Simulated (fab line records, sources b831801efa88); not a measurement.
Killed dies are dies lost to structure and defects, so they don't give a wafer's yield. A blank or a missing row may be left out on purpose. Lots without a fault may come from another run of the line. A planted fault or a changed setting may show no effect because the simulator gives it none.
Chamber matching | flow gf180mcu | GF_V5_CVD_02 on pecvd-01: 3 sister chambers
The step deposits SiO2 from TEOS, target thk 1450 nm, time 163.28 s. 36 wafers are shown with their chamber, then 12 later ones without.

WAFERS WITH THEIR CHAMBER
wafer  | chamber | heater_power_w (W)
L079.3 | 2       | 589
L079.4 | 2       | 674
L079.6 | 0       | 695
L080.4 | 0       | 598
L080.5 | 1       | 511
L080.6 | 2       | 559
L081.1 | 0       | 727
L081.2 | 1       | 540
L081.3 | 2       | 594
L081.4 | 0       | 589
L081.5 | 2       | 688
L081.6 | 1       | 630
L083.1 | 2       | 654
L083.3 | 0       | 739
L083.6 | 1       | 511
L084.1 | 1       | 611
L084.2 | 0       | 716
L084.3 | 2       | 690
L084.4 | 0       | 586
L084.5 | 2       | 562
L084.6 | 1       | 649
L085.2 | 0       | 743
L085.3 | 1       | 578
L085.6 | 1       | 641
L086.1 | 1       | 550
L086.3 | 0       | 615
L086.6 | 2       | 689
L089.1 | 1       | 650
L089.3 | 0       | 707
L089.6 | 0       | 615
L090.2 | 2       | 565
L090.3 | 0       | 681
L090.5 | 1       | 635
L091.1 | 1       | 546
L091.2 | 2       | 613
L091.3 | 0       | 658

SIGNATURES (means of the wafers above)
reading        | chamber 0 | chamber 1 | chamber 2 | scatter within a chamber
heater_power_w | 666.85    | 587.67    | 625.18    | 56.3
Rule: a wafer's distance from a chamber is the root of the sum, over the readings, of the square of ((its reading less the chamber's mean) divided by the reading's scatter). The wafer belongs to the nearest chamber; if the next one is less than 2 further off, it can't be placed. The scatter: the root of (the sum of the squares of (reading less its chamber's mean) over the shown wafers, divided by (wafers less chambers)).

WAFERS WITHOUT THEIR CHAMBER
wafer  | heater_power_w (W)
L091.4 | 636
L091.5 | 707
L091.6 | 660
L092.1 | 719
L092.2 | 681
L092.3 | 565
L094.2 | 695
L094.3 | 680
L094.5 | 750
L097.4 | 628
L097.5 | 610
L097.6 | 563

WHICH CHAMBER EACH WENT THROUGH
wafer  | from the rows above          | in truth
L091.4 | can't be placed: 2 or 0 or 1 | 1
L091.5 | can't be placed: 0 or 2 or 1 | 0
L091.6 | can't be placed: 0 or 2 or 1 | 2
L092.1 | can't be placed: 0 or 2 or 1 | 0
L092.2 | can't be placed: 0 or 2 or 1 | 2
L092.3 | can't be placed: 1 or 2 or 0 | 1
L094.2 | can't be placed: 0 or 2 or 1 | 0
L094.3 | can't be placed: 0 or 2 or 1 | 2
L094.5 | can't be placed: 0 or 2 or 1 | 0
L097.4 | can't be placed: 2 or 0 or 1 | 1
L097.5 | can't be placed: 2 or 1 or 0 | 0
L097.6 | can't be placed: 1 or 2 or 0 | 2
Placed correctly: 0 of 12. Can't be placed from these rows: 12 (the true chamber is among the candidates in 12). Placed wrongly: 0.
